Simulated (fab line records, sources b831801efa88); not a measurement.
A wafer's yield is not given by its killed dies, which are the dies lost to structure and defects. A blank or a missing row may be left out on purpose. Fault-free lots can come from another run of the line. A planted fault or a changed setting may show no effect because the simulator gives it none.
2 desks, one fault	flow gf180mcu	what lay behind the numbers comes last; until then each desk has only its own

## THE METROLOGY DESK
Means of the sampled wafers that have a number, per lot and without regard to the tool the lot ran on: this is what the gauges read. The brackets show how far a lot's mean lies from the usual mean; more than 4 standard deviations puts the lot out of limits, marked OUT.
Columns: A = NSD_RS at GF_PSD_RS_MEAS_14, usual 46.22 ohm/sq; B = PSD_RS at GF_PSD_RS_MEAS_15, usual 108.81 ohm/sq; C = CONTACT_BOW at GF_CONTACT_BOW_MEAS_05, usual 64 um
lot	first seen here	A	B	C
L501	day 14 07:01	46.17	108.68	60
L502	day 14 15:23	46.25	108.88	64
L503	day 14 18:27	46.23	108.45	61
L507	day 16 04:18	46.24	108.88	63
L510	day 17 10:42	42.84 (-39) OUT	103.04 (-22) OUT	66
L518	day 20 04:10	46.13	108.94	72
L519	day 20 11:43	46.18	108.40	61
L520	day 20 20:32	46.20	108.43	64
L521	day 21 10:56	46.24	108.86	62
L523	day 21 17:34	46.02	108.38	59
L524	day 22 05:22	46.18	109.05	70
This desk reports L510 out of limits; the earliest was L510 at day 17 10:42 (NSD_RS at GF_PSD_RS_MEAS_14). L501, L502, L503, L507, L518, L519, L520, L521, L523, L524: within limits.

## TOOL OWNER'S DESK, rtpAnneal-01
At GF_PSD_RTA_13 (time 20 s), the tool's own readings, given per lot that ran on this tool as the mean of the sampled wafers with a number. The brackets show how far a lot's mean lies from the usual mean; more than 4 standard deviations puts the lot out of limits, marked OUT.
Columns: A = annealTempCMax at GF_PSD_RTA_13, usual 1030.1; B = lampPowerPct at GF_PSD_RTA_13, usual 37.5 %; C = runLengthS at GF_PSD_RTA_13, usual 49.00 s; D = wafer_temp_C_max at GF_PSD_RTA_13, usual 1030.6
lot	first seen here	A	B	C	D
L501	day 14 06:56	1028.1	38.5	48.69	1030.6
L502	day 14 15:17	1028.4	38.5	48.83	1031.4
L507	day 16 04:13	1028.8	38.5	48.66	1029.8
L510	day 17 10:37	1028.6	38.5	69.53 (+73) OUT	1031.6
L519	day 20 11:38	1027.6	38.6	48.80	1030.6
L520	day 20 20:27	1028.0	38.6	48.74	1030.3
L521	day 21 10:51	1028.3	38.5	48.76	1030.0
L523	day 21 17:28	1028.0	38.5	48.65	1030.6
This desk's finding: out of limits on L510; first on L510, day 17 10:37 (runLengthS at GF_PSD_RTA_13). L501, L502, L507, L519, L520, L521, L523: within limits.

## BROUGHT TOGETHER
The tool owner's desk had the chance to raise an alarm at day 17 10:37 on L510.
L510 would have let the metrology desk raise an alarm at day 17 10:42.
GF_PSD_RTA_13 was run on rtpAnneal-01 by each of the lots named.

## WHAT WAS PUT IN BY THE SIMULATOR
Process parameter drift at GF_PSD_RTA_13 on rtpAnneal-01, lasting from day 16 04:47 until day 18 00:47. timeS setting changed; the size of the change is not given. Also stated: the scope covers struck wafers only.
Struck lots among those shown: L510.
Fault start to first reading out of limits, in hours, per desk: tool owner, 30; metrology, 30.
